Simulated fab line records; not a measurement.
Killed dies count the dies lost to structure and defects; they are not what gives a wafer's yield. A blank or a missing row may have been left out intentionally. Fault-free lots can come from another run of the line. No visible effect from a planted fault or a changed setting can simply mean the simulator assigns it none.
Code-filled problem report in 8D (eight disciplines) form / flow sky130 / the parts of the form that need people (team, actions taken, sign-off) are left out

1. THE ISSUE
SKY_SD_N_STRIP_11, oesProductAu: mean 0.332 a.u. on 3 wafers (1 lot); fault-free wafers 0.528 a.u., standard deviation 0.0046. Measured from the usual mean, that is -43 standard deviations.
The step: strips in O2/N2.
Seen first at day 33 07:40 on plasmaAsher-02, wafer L242.2. The record has a number at this step for 39 wafers belonging to 13 lots. Rule for "out" (also "out of limits"): further than 4 standard deviations from the usual mean. All remaining wafers that have a number are taken as sound.

2. WHAT IT IS, WHAT IT ISN'T
question=which readings at this step | is=oesProductAu | is not=drypumpMotorCurrentA
question=which lots | is=L242 | is not=L226, L227, L229, L231, L232, L233, L236, L239, L246, L247, L248, L249
question=which wafers of those lots | is=all that have a number | is not=-
question=read on which tools | is=plasmaAsher-02 | is not=plasmaAsher-01, plasmaAsher-03
question=when | is=from day 33 07:40 | is not=up to then (24 sound wafers); but 12 sound wafers of L246, L247, L248, L249 came after

3. SUSPECTS, AND WHAT RULES EACH OUT
Counting: a tool stays on the suspect list if, at a process step up to the reading, it processed all lots that are out and no sound lot following the first of them.
- plasmaAsher-02 at SKY_SD_N_STRIP_11 (strips in O2/N2): kept. It ran the lot that is out, L242 (day 33 07:40), and no sound lot after that; its last sound lot up to then is L231 (day 29 16:46). Its own oesProductAu readings are out on those wafers.
Remaining after the count: plasmaAsher-02 at SKY_SD_N_STRIP_11.

4. THE CAUSE (what the simulator had put in)
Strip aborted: plasmaAsher-02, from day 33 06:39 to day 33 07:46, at SKY_SD_N_STRIP_11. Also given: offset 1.
The count eliminated every tool but this one.

5. SEQUENCE OF EFFECTS, ordered by route
Each row: a reading where the mean over the struck wafers with a number is more than 3 standard deviations away from the usual. Only readings for which the record gives a usual standard deviation are gone through. hours: the time from each lot's start at the first step in this table that gives one to its start at this step, as a median over the lots. sigmas: the change in usual standard deviations.
hours=0; step=SKY_SD_N_STRIP_11; reading=chamberPressureMTorr; usual=1499.9 mTorr; on struck wafers=1495.0; change=-4.9; sigmas=-3.8
hours=0; step=SKY_SD_N_STRIP_11; reading=oesProductAu; usual=0.528 a.u.; on struck wafers=0.332; change=-0.196; sigmas=-43
It contains these process steps:
- SKY_SD_N_STRIP_11: strips in O2/N2.
Readings that are blank on the struck wafers while sound wafers have them: stripTimeToEndpointS at SKY_SD_N_STRIP_11.

6. HOW IT WOULD HAVE BEEN CAUGHT EARLIER
In this record the first reading out of limits was taken at day 33 07:40, 1 hour after the fault began at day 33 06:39.
